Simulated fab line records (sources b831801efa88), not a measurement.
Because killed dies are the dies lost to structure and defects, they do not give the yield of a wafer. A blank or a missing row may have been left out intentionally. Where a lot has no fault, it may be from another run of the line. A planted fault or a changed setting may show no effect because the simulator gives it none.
Which tool is to blame? :: flow gf180mcu :: 72 wafers from 24 lots sampled at 5 of the route's 602 steps

WHAT THE GAUGES READ, wafer by wafer
GF_HV_LDD_CD_MEAS_19: the cd target is 400 nm. Usual: 400.4 nm for cdNm, sd 2.3.
lot: L074
measured: day 10 14:27
on: cdSem-01
cdNm (nm): 403.6 404.5 403.2
flag: 

lot: L075
measured: day 10 20:43
on: cdSem-01
cdNm (nm): 400.0 401.7 401.7
flag: 

lot: L076
measured: day 11 07:33
on: cdSem-02
cdNm (nm): 398.1 399.7 399.1
flag: 

lot: L077
measured: day 11 09:45
on: cdSem-02
cdNm (nm): 401.8 401.1 400.5
flag: 

lot: L078
measured: day 11 23:13
on: cdSem-02
cdNm (nm): 403.0 403.4 402.7
flag: 

lot: L079
measured: day 12 06:07
on: cdSem-02
cdNm (nm): 400.2 400.7 401.0
flag: 

lot: L080
measured: day 12 14:19
on: cdSem-02
cdNm (nm): 402.9 400.3 400.0
flag: 

lot: L081
measured: day 12 19:36
on: cdSem-02
cdNm (nm): 397.9 398.9 398.4
flag: 

lot: L082
measured: day 13 02:46
on: cdSem-02
cdNm (nm): 402.6 403.0 404.4
flag: 

lot: L083
measured: day 13 11:39
on: cdSem-02
cdNm (nm): 404.0 402.9 402.4
flag: 

lot: L084
measured: day 13 17:24
on: cdSem-02
cdNm (nm): 400.1 400.3 401.1
flag: 

lot: L085
measured: day 14 07:18
on: cdSem-02
cdNm (nm): 400.3 399.2 398.5
flag: 

lot: L086
measured: day 14 10:57
on: cdSem-02
cdNm (nm): 399.6 397.8 397.4
flag: 

lot: L087
measured: day 14 14:40
on: cdSem-02
cdNm (nm): 402.6 399.1 399.4
flag: 

lot: L088
measured: day 15 05:40
on: cdSem-02
cdNm (nm): 404.3 404.0 402.4
flag: 

lot: L090
measured: day 15 19:55
on: cdSem-02
cdNm (nm): 404.5 402.4 402.9
flag: 

lot: L089
measured: day 15 21:30
on: cdSem-01
cdNm (nm): 400.0 400.1 400.2
flag: 

lot: L091
measured: day 16 08:02
on: cdSem-02
cdNm (nm): 396.9 395.8 396.7
flag: 

lot: L092
measured: day 16 13:34
on: cdSem-01
cdNm (nm): 397.6 396.6 398.6
flag: 

lot: L093
measured: day 16 18:19
on: cdSem-01
cdNm (nm): 401.5 400.1 397.0
flag: 

lot: L094
measured: day 17 04:55
on: cdSem-01
cdNm (nm): 398.0 399.9 399.6
flag: 

lot: L095
measured: day 17 06:21
on: cdSem-01
cdNm (nm): 399.3 397.6 398.7
flag: 

lot: L096
measured: day 17 15:15
on: cdSem-02
cdNm (nm): 396.5 398.1 397.4
flag: 

lot: L097
measured: day 17 22:31
on: cdSem-01
cdNm (nm): 396.5 398.3 397.6
flag: 

GF_M2_THK_MEAS_06: measures by xrf. Usual: M2_ALCU_THK typically reads 456 nm, with standard deviation 5.9.
lot: L074
measured: day 17 23:38
on: filmMetro-03
M2_ALCU_THK (nm): 453 469 448
flag: 

lot: L075
measured: day 18 06:49
on: filmMetro-04
M2_ALCU_THK (nm): 472 459 467
flag: 

lot: L076
measured: day 18 18:22
on: filmMetro-04
M2_ALCU_THK (nm): 464 459 451
flag: 

lot: L077
measured: day 19 03:02
on: filmMetro-03
M2_ALCU_THK (nm): 468 461 464
flag: 

lot: L078
measured: day 19 19:10
on: filmMetro-04
M2_ALCU_THK (nm): 458 457 459
flag: 

lot: L079
measured: day 20 03:36
on: filmMetro-03
M2_ALCU_THK (nm): 459 455 460
flag: 

lot: L080
measured: day 20 11:35
on: filmMetro-01
M2_ALCU_THK (nm): 460 464 454
flag: 

lot: L081
measured: day 20 19:38
on: filmMetro-04
M2_ALCU_THK (nm): 453 463 458
flag: 

lot: L082
measured: day 21 02:52
on: filmMetro-04
M2_ALCU_THK (nm): 456 450 459
flag: 

lot: L083
measured: day 21 12:19
on: filmMetro-01
M2_ALCU_THK (nm): 453 458 454
flag: 

lot: L084
measured: day 21 20:02
on: filmMetro-04
M2_ALCU_THK (nm): 452 465 452
flag: 

lot: L085
measured: day 22 11:40
on: filmMetro-04
M2_ALCU_THK (nm): 444 453 456
flag: 

lot: L086
measured: day 22 15:33
on: filmMetro-04
M2_ALCU_THK (nm): 454 460 458
flag: 

lot: L087
measured: day 22 20:46
on: filmMetro-03
M2_ALCU_THK (nm): 464 462 457
flag: 

lot: L088
measured: day 23 10:33
on: filmMetro-03
M2_ALCU_THK (nm): 446 448 454
flag: 

lot: L090
measured: day 24 02:04
on: filmMetro-03
M2_ALCU_THK (nm): 457 460 464
flag: 

lot: L089
measured: day 24 03:17
on: filmMetro-03
M2_ALCU_THK (nm): 452 446 450
flag: 

lot: L091
measured: day 24 16:22
on: filmMetro-04
M2_ALCU_THK (nm): 458 452 451
flag: 

lot: L092
measured: day 24 19:10
on: filmMetro-01
M2_ALCU_THK (nm): 457 442 448
flag: 

lot: L093
measured: day 25 02:36
on: filmMetro-04
M2_ALCU_THK (nm): 460 453 463
flag: 

lot: L094
measured: day 25 09:42
on: filmMetro-01
M2_ALCU_THK (nm): 456 459 451
flag: 

lot: L095
measured: day 25 11:04
on: filmMetro-01
M2_ALCU_THK (nm): 454 447 448
flag: 

lot: L096
measured: day 25 23:50
on: filmMetro-04
M2_ALCU_THK (nm): 449 453 450
flag: 

lot: L097
measured: day 26 02:33
on: filmMetro-03
M2_ALCU_THK (nm): 453 456 452
flag: 

GF_M3_OVL_MEAS_15. Usual: M3_OVL typically reads 0 nm, with standard deviation 5.2.
lot: L074
measured: day 21 03:15
on: overlay-01
M3_OVL (nm): 5 2 4
flag: 

lot: L075
measured: day 21 09:39
on: overlay-02
M3_OVL (nm): -4 -3 -6
flag: 

lot: L076
measured: day 21 20:17
on: overlay-01
M3_OVL (nm): -1 -6 2
flag: 

lot: L077
measured: day 22 06:15
on: overlay-02
M3_OVL (nm): -5 7 -3
flag: 

lot: L078
measured: day 22 20:59
on: overlay-02
M3_OVL (nm): -8 -10 0
flag: 

lot: L079
measured: day 23 05:04
on: overlay-02
M3_OVL (nm): -2 4 7
flag: 

lot: L080
measured: day 23 12:56
on: overlay-02
M3_OVL (nm): -6 -4 -6
flag: 

lot: L081
measured: day 23 20:16
on: overlay-01
M3_OVL (nm): -3 2 -4
flag: 

lot: L082
measured: day 24 04:13
on: overlay-01
M3_OVL (nm): -3 5 -2
flag: 

lot: L083
measured: day 24 12:11
on: overlay-02
M3_OVL (nm): 1 0 1
flag: 

lot: L084
measured: day 24 20:29
on: overlay-02
M3_OVL (nm): 4 6 8
flag: 

lot: L085
measured: day 25 08:17
on: overlay-01
M3_OVL (nm): 6 -2 4
flag: 

lot: L086
measured: day 25 14:01
on: overlay-02
M3_OVL (nm): -2 8 8
flag: 

lot: L087
measured: day 25 21:31
on: overlay-01
M3_OVL (nm): -1 0 1
flag: 

lot: L088
measured: day 26 06:26
on: overlay-01
M3_OVL (nm): -6 -8 -13
flag: 

lot: L090
measured: day 26 22:59
on: overlay-02
M3_OVL (nm): 2 6 1
flag: 

lot: L089
measured: day 26 23:20
on: overlay-01
M3_OVL (nm): -3 1 -1
flag: 

lot: L091
measured: day 27 11:07
on: overlay-02
M3_OVL (nm): -3 -1 -3
flag: 

lot: L092
measured: day 27 13:10
on: overlay-01
M3_OVL (nm): 4 5 8
flag: 

lot: L093
measured: day 27 20:44
on: overlay-01
M3_OVL (nm): -5 -1 -7
flag: 

lot: L094
measured: day 28 03:50
on: overlay-02
M3_OVL (nm): 3 3 6
flag: 

lot: L095
measured: day 28 04:15
on: overlay-01
M3_OVL (nm): 5 5 15
flag: 

lot: L096
measured: day 28 16:08
on: overlay-02
M3_OVL (nm): -2 7 0
flag: 

lot: L097
measured: day 28 18:02
on: overlay-02
M3_OVL (nm): 4 -2 -5
flag: 

WHAT TOOL EACH LOT RAN ON (gives the tool, then ch and the chambers of the sampled wafers, and finally the start)
lot: L074
GF_V1_CVD_23: cvdW-02 ch 1, day 17 22:41
GF_M2_SPUTTER_02: pvdSputter-01, day 17 23:25

lot: L075
GF_V1_CVD_23: cvdW-01 ch 0,1, day 18 05:52
GF_M2_SPUTTER_02: pvdSputter-01, day 18 06:35

lot: L076
GF_V1_CVD_23: cvdW-02 ch 1, day 18 17:25
GF_M2_SPUTTER_02: pvdSputter-01, day 18 18:08

lot: L077
GF_V1_CVD_23: cvdW-01 ch 0,1, day 19 02:05
GF_M2_SPUTTER_02: pvdSputter-01, day 19 02:49

lot: L078
GF_V1_CVD_23: cvdW-02 ch 0,1, day 19 18:13
GF_M2_SPUTTER_02: pvdSputter-04, day 19 18:56

lot: L079
GF_V1_CVD_23: cvdW-02 ch 0,1, day 20 02:40
GF_M2_SPUTTER_02: pvdSputter-03, day 20 03:23

lot: L080
GF_V1_CVD_23: cvdW-02 ch 0,1, day 20 10:39
GF_M2_SPUTTER_02: pvdSputter-04, day 20 11:22

lot: L081
GF_V1_CVD_23: cvdW-02 ch 0,1, day 20 18:42
GF_M2_SPUTTER_02: pvdSputter-03, day 20 19:25

lot: L082
GF_V1_CVD_23: cvdW-02 ch 0,1, day 21 01:56
GF_M2_SPUTTER_02: pvdSputter-04, day 21 02:40

lot: L083
GF_V1_CVD_23: cvdW-01 ch 0,1, day 21 11:23
GF_M2_SPUTTER_02: pvdSputter-01, day 21 12:07

lot: L084
GF_V1_CVD_23: cvdW-02 ch 0,1, day 21 19:05
GF_M2_SPUTTER_02: pvdSputter-01, day 21 19:49

lot: L085
GF_V1_CVD_23: cvdW-01 ch 0, day 22 10:39
GF_M2_SPUTTER_02: pvdSputter-01, day 22 11:27

lot: L086
GF_V1_CVD_23: cvdW-01 ch 0,1, day 22 14:25
GF_M2_SPUTTER_02: pvdSputter-03, day 22 15:08

lot: L087
GF_V1_CVD_23: cvdW-02 ch 0,1, day 22 19:49
GF_M2_SPUTTER_02: pvdSputter-03, day 22 20:33

lot: L088
GF_V1_CVD_23: cvdW-01 ch 0, day 23 09:37
GF_M2_SPUTTER_02: pvdSputter-01, day 23 10:20

lot: L090
GF_V1_CVD_23: cvdW-02 ch 0,1, day 24 01:07
GF_M2_SPUTTER_02: pvdSputter-01, day 24 01:51

lot: L089
GF_V1_CVD_23: cvdW-01 ch 0,1, day 24 02:22
GF_M2_SPUTTER_02: pvdSputter-03, day 24 03:05

lot: L091
GF_V1_CVD_23: cvdW-01 ch 0,1, day 24 15:25
GF_M2_SPUTTER_02: pvdSputter-04, day 24 16:08

lot: L092
GF_V1_CVD_23: cvdW-01 ch 0,1, day 24 18:14
GF_M2_SPUTTER_02: pvdSputter-01, day 24 18:57

lot: L093
GF_V1_CVD_23: cvdW-02 ch 0,1, day 24 23:13
GF_M2_SPUTTER_02: pvdSputter-04, day 25 02:23

lot: L094
GF_V1_CVD_23: cvdW-02 ch 0,1, day 25 08:44
GF_M2_SPUTTER_02: pvdSputter-04, day 25 09:28

lot: L095
GF_V1_CVD_23: cvdW-01 ch 0,1, day 25 10:02
GF_M2_SPUTTER_02: pvdSputter-01, day 25 10:51

lot: L096
GF_V1_CVD_23: cvdW-02 ch 0,1, day 25 22:53
GF_M2_SPUTTER_02: pvdSputter-03, day 25 23:37

lot: L097
GF_V1_CVD_23: cvdW-02 ch 0,1, day 26 01:37
GF_M2_SPUTTER_02: pvdSputter-03, day 26 02:20
- GF_V1_CVD_23: deposits W, target thk 350 nm, time 105.05 s.
- GF_M2_SPUTTER_02: material AlCu, target thk 450 nm, time 23.9 s.

WHAT THE TOOLS THEMSELVES READ (means of the sampled wafers that have a number; where no wafer has one, the mark that the record gives instead)
GF_V1_CVD_23. Usual: chamberPressureTorr 40.00 Torr, standard deviation 0.084; heaterPowerW 840 W, standard deviation 66.
lot: L074
tool: cvdW-02
chamberPressureTorr (Torr): 39.96
heaterPowerW (W): 910
flag: 

lot: L075
tool: cvdW-01
chamberPressureTorr (Torr): 40.02
heaterPowerW (W): 830
flag: 

lot: L076
tool: cvdW-02
chamberPressureTorr (Torr): 39.98
heaterPowerW (W): 905
flag: 

lot: L077
tool: cvdW-01
chamberPressureTorr (Torr): 40.01
heaterPowerW (W): 822
flag: 

lot: L078
tool: cvdW-02
chamberPressureTorr (Torr): 40.01
heaterPowerW (W): 811
flag: 

lot: L079
tool: cvdW-02
chamberPressureTorr (Torr): 39.98
heaterPowerW (W): 867
flag: 

lot: L080
tool: cvdW-02
chamberPressureTorr (Torr): 39.95
heaterPowerW (W): 858
flag: 

lot: L081
tool: cvdW-02
chamberPressureTorr (Torr): 40.07
heaterPowerW (W): 817
flag: 

lot: L082
tool: cvdW-02
chamberPressureTorr (Torr): 40.01
heaterPowerW (W): 873
flag: 

lot: L083
tool: cvdW-01
chamberPressureTorr (Torr): 39.95
heaterPowerW (W): 830
flag: 

lot: L084
tool: cvdW-02
chamberPressureTorr (Torr): 39.92
heaterPowerW (W): 883
flag: 

lot: L085
tool: cvdW-01
chamberPressureTorr (Torr): 40.00
heaterPowerW (W): 873
flag: 

lot: L086
tool: cvdW-01
chamberPressureTorr (Torr): 40.01
heaterPowerW (W): 819
flag: 

lot: L087
tool: cvdW-02
chamberPressureTorr (Torr): 40.03
heaterPowerW (W): 862
flag: 

lot: L088
tool: cvdW-01
chamberPressureTorr (Torr): 39.94
heaterPowerW (W): 862
flag: 

lot: L090
tool: cvdW-02
chamberPressureTorr (Torr): 39.88
heaterPowerW (W): 873
flag: 

lot: L089
tool: cvdW-01
chamberPressureTorr (Torr): 39.99
heaterPowerW (W): 851
flag: 

lot: L091
tool: cvdW-01
chamberPressureTorr (Torr): 40.05
heaterPowerW (W): 840
flag: 

lot: L092
tool: cvdW-01
chamberPressureTorr (Torr): 39.99
heaterPowerW (W): 848
flag: 

lot: L093
tool: cvdW-02
chamberPressureTorr (Torr): 40.09
heaterPowerW (W): 811
flag: 

lot: L094
tool: cvdW-02
chamberPressureTorr (Torr): 39.97
heaterPowerW (W): 802
flag: 

lot: L095
tool: cvdW-01
chamberPressureTorr (Torr): 40.02
heaterPowerW (W): 823
flag: 

lot: L096
tool: cvdW-02
chamberPressureTorr (Torr): 39.95
heaterPowerW (W): 866
flag: 

lot: L097
tool: cvdW-02
chamberPressureTorr (Torr): 40.03
heaterPowerW (W): 800
flag: 

GF_M2_SPUTTER_02. Usual: 29.7 % for throttleValvePct, sd 0.73.
lot: L074
tool: pvdSputter-01
throttleValvePct (%): 30.1
flag: 

lot: L075
tool: pvdSputter-01
throttleValvePct (%): 30.0
flag: 

lot: L076
tool: pvdSputter-01
throttleValvePct (%): 29.9
flag: 

lot: L077
tool: pvdSputter-01
throttleValvePct (%): 30.5
flag: 

lot: L078
tool: pvdSputter-04
throttleValvePct (%): 29.1
flag: 

lot: L079
tool: pvdSputter-03
throttleValvePct (%): 29.7
flag: 

lot: L080
tool: pvdSputter-04
throttleValvePct (%): 29.4
flag: 

lot: L081
tool: pvdSputter-03
throttleValvePct (%): 29.6
flag: 

lot: L082
tool: pvdSputter-04
throttleValvePct (%): 29.3
flag: 

lot: L083
tool: pvdSputter-01
throttleValvePct (%): 30.3
flag: 

lot: L084
tool: pvdSputter-01
throttleValvePct (%): 29.9
flag: 

lot: L085
tool: pvdSputter-01
throttleValvePct (%): 30.3
flag: 

lot: L086
tool: pvdSputter-03
throttleValvePct (%): 29.1
flag: 

lot: L087
tool: pvdSputter-03
throttleValvePct (%): 29.6
flag: 

lot: L088
tool: pvdSputter-01
throttleValvePct (%): 30.0
flag: 

lot: L090
tool: pvdSputter-01
throttleValvePct (%): 30.2
flag: 

lot: L089
tool: pvdSputter-03
throttleValvePct (%): 28.8
flag: 

lot: L091
tool: pvdSputter-04
throttleValvePct (%): 28.9
flag: 

lot: L092
tool: pvdSputter-01
throttleValvePct (%): 30.4
flag: 

lot: L093
tool: pvdSputter-04
throttleValvePct (%): 29.4
flag: 

lot: L094
tool: pvdSputter-04
throttleValvePct (%): 29.1
flag: 

lot: L095
tool: pvdSputter-01
throttleValvePct (%): 30.0
flag: 

lot: L096
tool: pvdSputter-03
throttleValvePct (%): 29.1
flag: 

lot: L097
tool: pvdSputter-03
throttleValvePct (%): 28.6
flag: 

THE ANSWER, worked out from the rows above alone
Rule: lot off if the mean of its wafers having a number is beyond 3 standard deviations from the usual mean. A lot without any number at a reading at which 4 lots or more have one is off too. Where the step has rows for the other lots, those lots are counted as sound. After the gauges, taken in route order, come the tools' own readings; for these a lot's mean is taken, as printed above. At the first step where some lot is off, the reading lying furthest off is the one used; lots without a number count as furthest.
No lot is off on any of the readings shown, so nothing can be concluded from this.

WHAT THE SIMULATOR HAD PUT IN
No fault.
